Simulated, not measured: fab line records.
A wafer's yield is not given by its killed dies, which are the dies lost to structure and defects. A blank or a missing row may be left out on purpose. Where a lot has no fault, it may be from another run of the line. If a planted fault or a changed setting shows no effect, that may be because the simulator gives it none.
fab line records	flow sky130
record lots=13	wafers=39	last_day=50
route steps=708 shown RES_XHIGH@341 LI_CONTACT@363 PAD_OPEN@708
lots that met no fault: taken from a fault-free run of the same line
start_h: the number of hours between the record's first day and the start of the first shown wafer of the lot	wait_h: hours from the lot's prior step to this one	" repeats the value in the row above	L1.1+2: a single row standing in for several wafers	- value missing, or start not given	* or withheld: withheld	< > ~ a bound
route shown NAME@n: a module of which the file shows steps, and the number in the route of the first	usual: mean/standard deviation of fault-free wafers	same: alike in all rows	chamber/n: place in a boat	sites: each site's reading	_std_site: the values' standard deviation	_edge_site: mean of outer sites minus mean of inner sites	radius_mm: for every site, how far away it sits from the centre of the wafer	mask NAME#n: copy n	behind: the last tool/chamber to shape the wafer	hold: reason for holding the lot/hours on hold/outcome of the hold	device: whichever transistor did not switch (one of n, p or np)	end of line: tests of these same wafers at the route's end	a step given without rows: its recipe and nothing more	killed: dies lost to structure and defects at the first sort, not the wafer's yield	map: per-die view of a wafer (x killed, . not killed, _ where there is no die)
set.NAME: setting as actually run; set.NAME@STEP: the setting as run at that earlier step	model.NAME: the simulator's own value behind a step, which no gauge read
steps of the route over a sample of lots; a table a step, a row a wafer
services: when a tool's chamber went out of use (start_h, in hours from the record's first day, below 0 if earlier), for how many hours, and the reason
## steps
# step SKY_RES_XHIGH_TW_MEAS_09
# usual RES_XHIGH_TW=1637/8.4
lot.wafer	tool	chamber	start_h	wait_h	RES_XHIGH_TW
L233.1	film_metro-03	-	614.96	0.1	1639
L233.4	"	-	"	"	1642
L233.5	"	-	"	"	1639
L234.3	film_metro-03	-	618.64	0.1	1645
L234.4	"	-	"	"	1635
L234.6	"	-	"	"	1632
L235.1	film_metro-02	-	631.05	0.1	1628
L235.5	"	-	"	"	1624
L235.6	"	-	"	"	1632
L236.2	film_metro-03	-	641.21	0.1	1640
L236.3	"	-	"	"	1640
L236.4	"	-	"	"	1638
L238.2	film_metro-01	-	668.68	0.1	1651
L238.3	"	-	"	"	1640
L238.5	"	-	"	"	1645
L240.1	film_metro-02	-	682.36	0.1	1633
L240.5	"	-	"	"	1642
L240.6	"	-	"	"	1635
L241.2	film_metro-02	-	690.22	0.1	1640
L241.3	"	-	"	"	1647
L241.5	"	-	"	"	1632
L243.1	film_metro-03	-	710.06	0.1	1620
L243.3	"	-	"	"	1624
L243.5	"	-	"	"	1631
L249.2	film_metro-02	-	750.87	0.1	1632
L249.4	"	-	"	"	1639
L249.5	"	-	"	"	1638
L250.1	film_metro-01	-	758.06	0.1	1632
L250.3	"	-	"	"	1632
L250.4	"	-	"	"	1635
L252.1	film_metro-01	-	777.21	0.1	1649
L252.2	"	-	"	"	1640
L252.5	"	-	"	"	1646
L254.1	film_metro-03	-	785.32	0.1	1625
L254.3	"	-	"	"	1633
L254.5	"	-	"	"	1634
L255.2	film_metro-01	-	790.17	0.1	1645
L255.3	"	-	"	"	1650
L255.6	"	-	"	"	1655
# step SKY_LI_CONTACT_THK_MEAS_01
# recipe reads=PSG_of_LI_CONTACT_HDPCVD_00
# usual LI_CONTACT_HDPCVD_THK=933/9.2
lot.wafer	tool	chamber	start_h	wait_h	LI_CONTACT_HDPCVD_THK[nm]
L233.1	film_metro-01	-	645.15	0.1	948
L233.4	"	-	"	"	944
L233.5	"	-	"	"	944
L234.3	film_metro-02	-	648.17	0.1	930
L234.4	"	-	"	"	934
L234.6	"	-	"	"	923
L235.1	film_metro-03	-	660.72	0.1	931
L235.5	"	-	"	"	921
L235.6	"	-	"	"	933
L236.2	film_metro-02	-	670.94	0.1	926
L236.3	"	-	"	"	941
L236.4	"	-	"	"	931
L238.2	film_metro-03	-	697.86	0.1	927
L238.3	"	-	"	"	918
L238.5	"	-	"	"	928
L240.1	film_metro-01	-	710.56	0.1	935
L240.5	"	-	"	"	925
L240.6	"	-	"	"	932
L241.2	film_metro-02	-	718.81	0.1	943
L241.3	"	-	"	"	941
L241.5	"	-	"	"	943
L243.1	film_metro-02	-	738.98	0.1	932
L243.3	"	-	"	"	927
L243.5	"	-	"	"	928
L249.2	film_metro-03	-	778.64	0.1	917
L249.4	"	-	"	"	941
L249.5	"	-	"	"	925
L250.1	film_metro-01	-	785.52	0.1	931
L250.3	"	-	"	"	944
L250.4	"	-	"	"	935
L252.1	film_metro-03	-	804.92	0.1	950
L252.2	"	-	"	"	950
L252.5	"	-	"	"	943
L254.1	film_metro-01	-	812.20	0.1	922
L254.3	"	-	"	"	914
L254.5	"	-	"	"	913
L255.2	film_metro-03	-	816.74	0.1	948
L255.3	"	-	"	"	942
L255.6	"	-	"	"	936
# step SKY_LI_CONTACT_EXPOSE_09
# recipe mask_id=LICM1	na=0.8	source_shape=annular	sigma_inner=0.55	sigma_outer=0.85	target_cd_nm=170	dose_mj=38
# usual reticle_temp_C=23.01/0.12	stage_vel_mm_s=499.98/0.25
# same sigma_inner=0.55	sigma_outer=0.85
lot.wafer	tool	chamber	start_h	wait_h	mask	reticle_temp_C	stage_vel_mm_s
L233.1	krf_scanner-01	0	660.21	-	LICM1#0	23.12	500.04
L233.4	"	0	"	"	LICM1#0	23.19	499.85
L233.5	"	0	"	"	LICM1#0	22.97	499.71
L234.3	krf_scanner-02	0	662.93	-	LICM1#0	23.03	500.10
L234.4	"	0	"	"	LICM1#0	22.92	500.11
L234.6	"	0	"	"	LICM1#0	22.90	500.07
L235.1	krf_scanner-01	0	675.31	-	LICM1#0	23.04	499.91
L235.5	"	0	"	"	LICM1#0	23.09	499.84
L235.6	"	0	"	"	LICM1#0	23.13	499.94
L236.2	krf_scanner-01	0	685.34	-	LICM1#0	22.86	499.59
L236.3	"	0	"	"	LICM1#0	22.92	499.90
L236.4	"	0	"	"	LICM1#0	23.07	500.02
L238.2	krf_scanner-02	0	711.76	-	LICM1#0	22.88	500.10
L238.3	"	0	"	"	LICM1#0	22.82	499.94
L238.5	"	0	"	"	LICM1#0	22.87	499.81
L240.1	krf_scanner-01	0	725.47	-	LICM1_R1#0	22.88	500.15
L240.5	"	0	"	"	LICM1_R1#0	22.83	500.11
L240.6	"	0	"	"	LICM1_R1#0	22.98	500.22
L241.2	krf_scanner-01	0	732.30	-	LICM1#0	23.09	500.32
L241.3	"	0	"	"	LICM1#0	23.07	499.63
L241.5	"	0	"	"	LICM1#0	23.21	500.09
L243.1	krf_scanner-01	0	753.54	-	LICM1#0	23.07	500.22
L243.3	"	0	"	"	LICM1#0	23.17	500.02
L243.5	"	0	"	"	LICM1#0	23.07	499.98
L249.2	krf_scanner-02	0	792.64	-	LICM1#0	23.07	499.71
L249.4	"	0	"	"	LICM1#0	23.06	500.14
L249.5	"	0	"	"	LICM1#0	23.06	500.07
L250.1	krf_scanner-01	0	799.04	-	LICM1#0	22.88	499.83
L250.3	"	0	"	"	LICM1#0	22.85	499.97
L250.4	"	0	"	"	LICM1#0	22.71	500.03
L252.1	krf_scanner-01	0	818.62	-	LICM1#0	22.92	500.32
L252.2	"	0	"	"	LICM1#0	22.96	500.23
L252.5	"	0	"	"	LICM1#0	22.95	499.94
L254.1	krf_scanner-01	0	825.99	-	LICM1#0	23.08	500.04
L254.3	"	0	"	"	LICM1#0	22.98	500.11
L254.5	"	0	"	"	LICM1#0	22.89	500.35
L255.2	krf_scanner-01	0	829.90	-	LICM1#0	23.05	500.09
L255.3	"	0	"	"	LICM1#0	23.07	499.97
L255.6	"	0	"	"	LICM1#0	23.02	499.81
# step SKY_LI_CONTACT_CD_MEAS_12
# recipe target_cd_nm=170
# usual cd_nm=169.7/1.3
lot.wafer	tool	chamber	start_h	wait_h	cd_nm
L233.1	cd_sem-02	-	673.92	-	168.0
L233.4	"	-	"	"	169.1
L233.5	"	-	"	"	168.1
L234.3	cd_sem-02	-	676.91	-	172.0
L234.4	"	-	"	"	171.1
L234.6	"	-	"	"	172.5
L235.1	cd_sem-01	-	689.03	-	168.2
L235.5	"	-	"	"	169.2
L235.6	"	-	"	"	168.4
L236.2	cd_sem-01	-	699.08	-	168.4
L236.3	"	-	"	"	169.8
L236.4	"	-	"	"	169.2
L238.2	cd_sem-02	-	726.08	-	170.1
L238.3	"	-	"	"	169.3
L238.5	"	-	"	"	168.2
L240.1	cd_sem-01	-	738.61	-	149.1
L240.5	"	-	"	"	149.3
L240.6	"	-	"	"	149.3
L241.2	cd_sem-01	-	746.08	-	171.1
L241.3	"	-	"	"	169.3
L241.5	"	-	"	"	168.4
L243.1	cd_sem-02	-	766.59	-	168.1
L243.3	"	-	"	"	168.8
L243.5	"	-	"	"	167.8
L249.2	cd_sem-01	-	805.43	-	170.8
L249.4	"	-	"	"	171.5
L249.5	"	-	"	"	170.1
L250.1	cd_sem-01	-	811.54	-	166.8
L250.3	"	-	"	"	168.4
L250.4	"	-	"	"	168.4
L252.1	cd_sem-01	-	831.74	-	171.2
L252.2	"	-	"	"	171.1
L252.5	"	-	"	"	171.3
L254.1	cd_sem-01	-	838.77	-	171.1
L254.3	"	-	"	"	170.4
L254.5	"	-	"	"	171.6
L255.2	cd_sem-01	-	843.46	-	170.2
L255.3	"	-	"	"	170.7
L255.6	"	-	"	"	170.3
# step SKY_LI_CONTACT_OVL_MEAS_13
# usual LI_CONTACT_OVL=1/5.5
lot.wafer	tool	chamber	start_h	wait_h	LI_CONTACT_OVL[nm]
L233.1	overlay-01	-	674.04	0.1	10
L233.4	"	-	"	"	3
L233.5	"	-	"	"	1
L234.3	overlay-02	-	677.00	0.1	5
L234.4	"	-	"	"	0
L234.6	"	-	"	"	-3
L235.1	overlay-02	-	689.15	0.1	-6
L235.5	"	-	"	"	-4
L235.6	"	-	"	"	-5
L236.2	overlay-01	-	699.18	0.1	-1
L236.3	"	-	"	"	3
L236.4	"	-	"	"	-3
L238.2	overlay-01	-	726.18	0.1	-9
L238.3	"	-	"	"	-5
L238.5	"	-	"	"	-9
L240.1	overlay-02	-	738.73	0.1	1
L240.5	"	-	"	"	11
L240.6	"	-	"	"	4
L241.2	overlay-02	-	746.18	0.1	0
L241.3	"	-	"	"	4
L241.5	"	-	"	"	-1
L243.1	overlay-02	-	766.71	0.1	10
L243.3	"	-	"	"	10
L243.5	"	-	"	"	5
L249.2	overlay-01	-	805.54	0.1	4
L249.4	"	-	"	"	6
L249.5	"	-	"	"	-8
L250.1	overlay-02	-	811.66	0.1	8
L250.3	"	-	"	"	8
L250.4	"	-	"	"	0
L252.1	overlay-01	-	831.86	0.1	-3
L252.2	"	-	"	"	-4
L252.5	"	-	"	"	4
L254.1	overlay-02	-	838.89	0.1	1
L254.3	"	-	"	"	4
L254.5	"	-	"	"	1
L255.2	overlay-01	-	843.56	0.1	6
L255.3	"	-	"	"	12
L255.6	"	-	"	"	15
# step SKY_PAD_OPEN_PROBE_99
# usual killed_at_M0_to_M3=42/6.9	killed_at_M4_up=3.2/1.7	killed_at_contacts=23/5.5	killed_at_front_end=16/4	killed_at_other=0.4/0.55	killed_dies=85/9.2	killed_open=46/6.8	killed_short=38/6.2
# same gross_dies=492	killed_at_back_side=0
lot.wafer	tool	chamber	start_h	wait_h	killed_at_M0_to_M3	killed_at_M4_up	killed_at_contacts	killed_at_front_end	killed_at_other	killed_dies	killed_open	killed_short
L240.1	prober-02	-	1143.41	0.1	50	1	31	19	0	101	47	40
L240.5	prober-02	-	1143.61	0.2	44	2	33	16	0	95	44	33
L240.6	prober-02	-	1143.66	0.2	53	1	30	26	0	110	54	42
# killed by level:class
L240.1 VIA1:geometric_particle:open=15 LI_CONTACT:area_expose=12 LI_CONTACT:geometric_particle:open=11 METAL1:geometric_particle:short=8 FIELD_ISO:geometric_particle:open=5 VIA2:geometric_particle:open=5 FIELD_ISO:geometric_particle:short=4 SPACER:geometric_particle:short=4
L240.5 LI_CONTACT:area_expose=17 VIA1:geometric_particle:open=12 FIELD_ISO:geometric_particle:open=6 CONTACT:geometric_particle:open=5 VIA3:geometric_particle:open=5 METAL2:geometric_particle:short=5 METAL1:geometric_particle:short=4 VIA2:geometric_particle:open=4
L240.6 LI_CONTACT:area_expose=13 VIA1:geometric_particle:open=12 VIA2:geometric_particle:open=11 METAL2:geometric_particle:short=9 LI_CONTACT:geometric_particle:open=7 VIA1:geometric_particle:short=7 FIELD_ISO:geometric_particle:short=6 FIELD_ISO:geometric_particle:open=5
## services
tool	chamber	start_h	hours	kind
krf_scanner-02	-	637.78	1.0	pm
krf_scanner-02	-	681.17	1.3	pm
krf_scanner-01	-	705.86	1.3	pm
krf_scanner-02	0	715.12	-	calibration
krf_scanner-01	-	739.00	1.4	repair
krf_scanner-01	-	748.78	0.8	pm
krf_scanner-02	-	767.14	6.5	repair
krf_scanner-02	-	773.65	0.8	pm
krf_scanner-01	0	780.08	-	calibration
krf_scanner-01	-	783.58	1.0	pm
krf_scanner-02	-	806.81	1.0	pm
krf_scanner-02	-	829.86	4.4	pm
## key
first_sign step=SKY_LI_CONTACT_EXPOSE_09	reading=mask	direction=changed
effect step=SKY_LI_CONTACT_CD_MEAS_12	reading=cd_nm	direction=down	sigmas=16	usual=169.7	struck=149.2
more_kills_born_at SKY_LI_CONTACT_EXPOSE_09@krf_scanner-01=42
met_at SKY_LI_CONTACT_EXPOSE_09
struck_lots L240
tester_left_out L240
not_acting_at SKY_RES_XHIGH_TW_MEAS_09,SKY_LI_CONTACT_THK_MEAS_01,SKY_LI_CONTACT_OVL_MEAS_13
onset_between 685.34 725.47
fault kind=wrong_mask	tool=any	chamber=-	onset_h=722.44	steps=SKY_LI_CONTACT_EXPOSE_09	aux_copy=LICM1_R1#0	cd_offset_nm=-20	scope=struck_lots_only
# tester_left_out: of these lots the tester's yield and bins aren't shown, on N5 and GAA mostly nor the transistor test; their killed dies are dies lost to structure and defects alone, not to doping, threshold or leakage, so they don't give the yield
